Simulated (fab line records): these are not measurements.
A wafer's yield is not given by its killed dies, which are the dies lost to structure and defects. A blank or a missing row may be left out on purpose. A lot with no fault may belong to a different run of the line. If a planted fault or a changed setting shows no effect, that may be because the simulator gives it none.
Lot-split experiment ; flow sfqLine ; 27 wafers read across 5 lots, on a route 325 steps long

THE SPLIT ITSELF
At SFQ_TRILAYER_M8_DEP_EVAP_196 (material Au, target thk 180 nm, time 900 s), the setting timeS was moved away from the recipe's 900 s on 6 of the 27 wafers read, by -45.8% to +53.8%. This setting was run at the recipe's value on the other wafers.

SPLIT TO READING: what lies between them in the file, 1 step
- SFQ_M8_RS_MEAS_949: measures by four-point-probe

THE READING
M8_AU_THK, in nm, at SFQ_M8_THK_MEAS_950 (measures by xrf). Typical for fault-free wafers on this fab line: 181.2 nm, with standard deviation 2.1 nm.

wafer;tool, chamber at the split;timeS as run, s;against the recipe;M8_AU_THK, nm;against lot-mates on the recipe
L076.1;pvdSputter-02, -;1384;+53.8%;280.4;+95.5
L076.2;pvdSputter-02, -;900;recipe;184.5;-
L076.3;pvdSputter-02, -;1384;+53.8%;282.8;+97.9
L076.4;pvdSputter-02, -;1384;+53.8%;280.7;+95.8
L076.5;pvdSputter-02, -;900;recipe;185.1;-
L076.6;pvdSputter-02, -;900;recipe;185.1;-
L077.1;pvdSputter-01, -;900;recipe;177.3;-
L077.2;pvdSputter-01, -;900;recipe;179.8;-
L077.3;pvdSputter-01, -;900;recipe;178.9;-
L077.4;pvdSputter-01, -;900;recipe;179.4;-
L077.5;pvdSputter-01, -;900;recipe;179.0;-
L077.6;pvdSputter-01, -;900;recipe;176.3;-
L079.1;pvdSputter-01, -;487.6;-45.8%;94.4;-84.4
L079.2;pvdSputter-01, -;487.6;-45.8%;95.5;-83.3
L079.3;pvdSputter-01, -;900;recipe;177.9;-
L079.4;pvdSputter-01, -;900;recipe;179.3;-
L079.5;pvdSputter-01, -;487.6;-45.8%;95.3;-83.5
L079.6;pvdSputter-01, -;900;recipe;179.1;-
L081.1;pvdSputter-01, -;900;recipe;185.0;-
L081.2;pvdSputter-01, -;900;recipe;181.0;-
L081.3;pvdSputter-01, -;900;recipe;181.0;-
L081.4;pvdSputter-01, -;900;recipe;183.6;-
L081.5;pvdSputter-01, -;900;recipe;181.1;-
L081.6;pvdSputter-01, -;900;recipe;180.5;-
L084.1;pvdSputter-02, -;900;recipe;182.1;-
L084.4;pvdSputter-02, -;900;recipe;182.6;-
L084.5;pvdSputter-02, -;900;recipe;182.8;-

FIT RESULTS
A straight line over all 27 wafers: M8_AU_THK changes by +1.87 nm for each +1% of timeS; r = +1.00; the points scatter about the line by 2.4 nm.
The same after taking each lot's own level away (the mean of its wafers on the recipe; 27 wafers): +1.81 nm for each +1%; r = +1.00; scatter 1.2 nm.
The reading moves by 97 nm for the largest change in timeS, on that fit.
Measured against the standard deviation above, the lots' own levels, which go from 178.45 to 184.90 nm, span 3.1 times it.
The two slopes are in agreement: the lot-to-lot level therefore moves the slope only a little.
Check: with one of the wafers moved furthest among these (+53.8%) left out of the fit, the line predicts +97.4 nm for it against its lot-mates. Against them it came out at +95.5 nm.

ADDITIONAL SPLITS CARRIED BY THESE WAFERS
Other splits were also applied to these wafers ahead of the reading. Each is held against what the fit with the lots' levels taken away leaves over:
other split on the same wafers;wafers away from the commonest value;r with M8_AU_THK (lot level and that fit taken away)
SFQ_TRILAYER_M6_DEP_SPUTTER_157 timeS;9;+0.12
SFQ_TRILAYER_M7_DEP_SPUTTER_175 timeS;12;-0.27
SFQ_TRILAYER_M7_ETCH_METAL_ETCH_180 timeS;9;+0.11

THE WHOLE CHAIN: every reading that the file lists as answering this split, in the file's order
step;what it does;reading;change (the file's fit);r (the file's)
SFQ_TRILAYER_M8_DEP_EVAP_196;material Au, target thk 180 nm, time 900 s;Au_of_TRILAYER_M8_DEP_EVAP_196.thkNm (the simulator's own value, which no gauge read);+1.81 nm for each +1% of the setting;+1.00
SFQ_M8_RS_MEAS_949;measures by four-point-probe;M8_AU_RS;-0.00186 for each +1% of the setting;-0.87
SFQ_M8_THK_MEAS_950;measures by xrf;M8_AU_THK;+1.81 for each +1% of the setting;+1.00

THE FILE'S OWN FIT
M8_AU_THK changes by +1.81 nm for each +1% of timeS, r = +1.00.
